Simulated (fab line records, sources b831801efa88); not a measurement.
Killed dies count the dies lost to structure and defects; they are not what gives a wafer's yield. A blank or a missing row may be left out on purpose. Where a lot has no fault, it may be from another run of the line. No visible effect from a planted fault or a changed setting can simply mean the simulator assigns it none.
Which of the tools did it? / flow gf180mcu / 36 wafers from 12 lots sampled at 5 of the route's 602 steps

## WHAT THE GAUGES READ, wafer by wafer
GF_DNWELL_TW_MEAS_09.
lot=L714; measured=day 2 20:38; on=filmMetro-01; DNWELL_TW=1381 1382 1382
lot=L715; measured=day 3 00:41; on=filmMetro-01; DNWELL_TW=1375 1381 1378
lot=L716; measured=day 3 04:47; on=filmMetro-04; DNWELL_TW=1363 1368 1359
lot=L717; measured=day 3 14:32; on=filmMetro-02; DNWELL_TW=1341 1338 1342
lot=L720; measured=day 4 01:52; on=filmMetro-01; DNWELL_TW=1374 1378 1375
lot=L723; measured=day 4 19:02; on=filmMetro-04; DNWELL_TW=1359 1357 1354
lot=L724; measured=day 4 23:25; on=filmMetro-04; DNWELL_TW=1359 1350 1360
lot=L725; measured=day 5 04:08; on=filmMetro-02; DNWELL_TW=1363 1368 1362
lot=L727; measured=day 5 20:18; on=filmMetro-01; DNWELL_TW=1377 1378 1369
lot=L729; measured=day 6 09:04; on=filmMetro-04; DNWELL_TW=1351 1363 1355
lot=L731; measured=day 6 15:38; on=filmMetro-01; DNWELL_TW=1390 1392 1390
lot=L732; measured=day 6 23:53; on=filmMetro-01; DNWELL_TW=1387 1392 1389

GF_NWELL_TW_MEAS_11.
lot=L714; measured=day 3 09:22; on=filmMetro-04; NWELL_TW=1575 1573 1584
lot=L715; measured=day 3 13:43; on=filmMetro-03; NWELL_TW=1580 1583 1570
lot=L716; measured=day 3 17:55; on=filmMetro-03; NWELL_TW=1578 1575 1588
lot=L717; measured=day 4 03:31; on=filmMetro-03; NWELL_TW=1573 1562 1562
lot=L720; measured=day 4 14:51; on=filmMetro-02; NWELL_TW=1564 1569 1563
lot=L723; measured=day 5 08:14; on=filmMetro-02; NWELL_TW=1589 1576 1590
lot=L724; measured=day 5 13:32; on=filmMetro-02; NWELL_TW=1589 1583 1583
lot=L725; measured=day 5 17:41; on=filmMetro-03; NWELL_TW=1572 1564 1570
lot=L727; measured=day 6 11:34; on=filmMetro-03; NWELL_TW=1575 1572 1577
lot=L729; measured=day 6 23:59; on=filmMetro-02; NWELL_TW=1583 1590 1584
lot=L731; measured=day 7 07:07; on=filmMetro-03; NWELL_TW=1577 1567 1572
lot=L732; measured=day 7 15:32; on=filmMetro-03; NWELL_TW=1559 1562 1569

GF_VT_IMPLANT_OVL_MEAS_40.
lot=L714; measured=day 7 12:01; on=overlay-01; VT_IMPLANT_03_OVL (nm)=-0.5 0.4 -0.6
lot=L715; measured=day 7 16:56; on=overlay-01; VT_IMPLANT_03_OVL (nm)=-3.4 0.5 1.1
lot=L716; measured=day 7 20:46; on=overlay-01; VT_IMPLANT_03_OVL (nm)=-2.6 -0.2 0.1
lot=L717; measured=day 8 10:38; on=overlay-02; VT_IMPLANT_03_OVL (nm)=0.8 -0.6 -1.5
lot=L720; measured=day 9 02:06; on=overlay-01; VT_IMPLANT_03_OVL (nm)=0.8 0.3 0.7
lot=L723; measured=day 9 21:11; on=overlay-01; VT_IMPLANT_03_OVL (nm)=-0.8 -0.8 -1.1
lot=L724; measured=day 10 04:32; on=overlay-02; VT_IMPLANT_03_OVL (nm)=-0.4 -1.7 -1.1
lot=L725; measured=day 10 11:11; on=overlay-01; VT_IMPLANT_03_OVL (nm)=0.2 -0.3 -0.4
lot=L727; measured=day 11 09:12; on=overlay-01; VT_IMPLANT_03_OVL (nm)=-0.9 0.0 4.1
lot=L729; measured=day 12 02:11; on=overlay-02; VT_IMPLANT_03_OVL (nm)=- - -
lot=L731; measured=day 12 11:04; on=overlay-01; VT_IMPLANT_03_OVL (nm)=-0.7 -0.1 0.0
lot=L732; measured=day 12 20:56; on=overlay-02; VT_IMPLANT_03_OVL (nm)=-2.1 -1.3 -0.5

GF_VT_IMPLANT_TW_MEAS_43.
lot=L714; measured=day 7 12:18; on=filmMetro-03; VT_IMPLANT_4_TW=687 687 689
lot=L715; measured=day 7 17:13; on=filmMetro-01; VT_IMPLANT_4_TW=703 704 702
lot=L716; measured=day 7 21:03; on=filmMetro-04; VT_IMPLANT_4_TW=690 691 689
lot=L717; measured=day 8 10:55; on=filmMetro-01; VT_IMPLANT_4_TW=705 703 706
lot=L720; measured=day 9 02:23; on=filmMetro-04; VT_IMPLANT_4_TW=685 687 691
lot=L723; measured=day 9 21:28; on=filmMetro-04; VT_IMPLANT_4_TW=690 691 693
lot=L724; measured=day 10 04:49; on=filmMetro-03; VT_IMPLANT_4_TW=694 691 692
lot=L725; measured=day 10 11:28; on=filmMetro-03; VT_IMPLANT_4_TW=689 694 692
lot=L727; measured=day 11 09:29; on=filmMetro-01; VT_IMPLANT_4_TW=695 696 698
lot=L729; measured=day 12 02:28; on=filmMetro-03; VT_IMPLANT_4_TW=30 30 30
lot=L731; measured=day 12 11:22; on=filmMetro-01; VT_IMPLANT_4_TW=700 698 699
lot=L732; measured=day 12 21:14; on=filmMetro-01; VT_IMPLANT_4_TW=696 695 699

## TOOL THAT RAN EACH LOT (tool first, then ch and the chambers of the sampled wafers, then the start)
lot=L714; GF_VT_IMPLANT_EXPOSE_37=ilineStepper-01 ch 0, day 7 03:58
lot=L715; GF_VT_IMPLANT_EXPOSE_37=ilineStepper-01 ch 0, day 7 09:23
lot=L716; GF_VT_IMPLANT_EXPOSE_37=ilineStepper-01 ch 0, day 7 13:20
lot=L717; GF_VT_IMPLANT_EXPOSE_37=ilineStepper-01 ch 0, day 8 02:28
lot=L720; GF_VT_IMPLANT_EXPOSE_37=ilineStepper-01 ch 0, day 8 18:06
lot=L723; GF_VT_IMPLANT_EXPOSE_37=ilineStepper-02 ch 0, day 9 12:08
lot=L724; GF_VT_IMPLANT_EXPOSE_37=ilineStepper-02 ch 0, day 9 20:26
lot=L725; GF_VT_IMPLANT_EXPOSE_37=ilineStepper-01 ch 0, day 10 02:28
lot=L727; GF_VT_IMPLANT_EXPOSE_37=ilineStepper-02 ch 0, day 11 00:37
lot=L729; GF_VT_IMPLANT_EXPOSE_37=ilineStepper-01 ch 0, day 11 16:56
lot=L731; GF_VT_IMPLANT_EXPOSE_37=ilineStepper-01 ch 0, day 12 01:16
lot=L732; GF_VT_IMPLANT_EXPOSE_37=ilineStepper-02 ch 0, day 12 11:49
- GF_VT_IMPLANT_EXPOSE_37: exposes mask Nwell HV AREA, target cd 860 nm.

## AS READ BY THE TOOLS THEMSELVES (means over the sampled wafers that have a number; for cases with no such wafer, the mark the record gives instead)
GF_VT_IMPLANT_EXPOSE_37.
lot=L714; tool=ilineStepper-01; reticleTempC (C)=23.03
lot=L715; tool=ilineStepper-01; reticleTempC (C)=23.08
lot=L716; tool=ilineStepper-01; reticleTempC (C)=22.97
lot=L717; tool=ilineStepper-01; reticleTempC (C)=23.17
lot=L720; tool=ilineStepper-01; reticleTempC (C)=22.83
lot=L723; tool=ilineStepper-02; reticleTempC (C)=22.94
lot=L724; tool=ilineStepper-02; reticleTempC (C)=23.02
lot=L725; tool=ilineStepper-01; reticleTempC (C)=23.05
lot=L727; tool=ilineStepper-02; reticleTempC (C)=23.08
lot=L729; tool=ilineStepper-01; reticleTempC (C)=22.92
lot=L731; tool=ilineStepper-01; reticleTempC (C)=22.95
lot=L732; tool=ilineStepper-02; reticleTempC (C)=22.94

## THE ANSWER, worked out from the rows above alone
Rule: what is usual is taken from the lots themselves. The widest of any qualifying gaps counts: lots, ordered by their means at a reading, are off when they make up no more than a third of the lots, leave a main group of 4 or more, and stand apart from it by 3 or more times the standard deviation of that group's means. A main group is skipped when, at the precision printed for the reading in the tables above, its means are all equal. Also off: a lot with no number at a reading for which 4 or more lots have one. Where the step has rows for the other lots, those lots are counted as sound. First the gauges in route order, then the tools' own readings, where a lot's mean is used as printed above. The first step at which some lot is off is used, and at that step the reading that is off furthest; a lot without a number counts as furthest.
Off: at GF_VT_IMPLANT_OVL_MEAS_40 (VT_IMPLANT_03_OVL), L729. Without a number there: L729. For the main group the mean is -0.4 nm and the standard deviation 0.68.
If a tool, at a process step before that reading, ran all the lots that are off and no sound lot after the first of them, it fits. The gauges at GF_VT_IMPLANT_OVL_MEAS_40 aren't tried: what is off there is off at GF_VT_IMPLANT_TW_MEAS_43 too, on other tools, and a gauge's error can't cause that. Not one of the candidates tried fits.

## WHAT THE SIMULATOR HAD PUT IN
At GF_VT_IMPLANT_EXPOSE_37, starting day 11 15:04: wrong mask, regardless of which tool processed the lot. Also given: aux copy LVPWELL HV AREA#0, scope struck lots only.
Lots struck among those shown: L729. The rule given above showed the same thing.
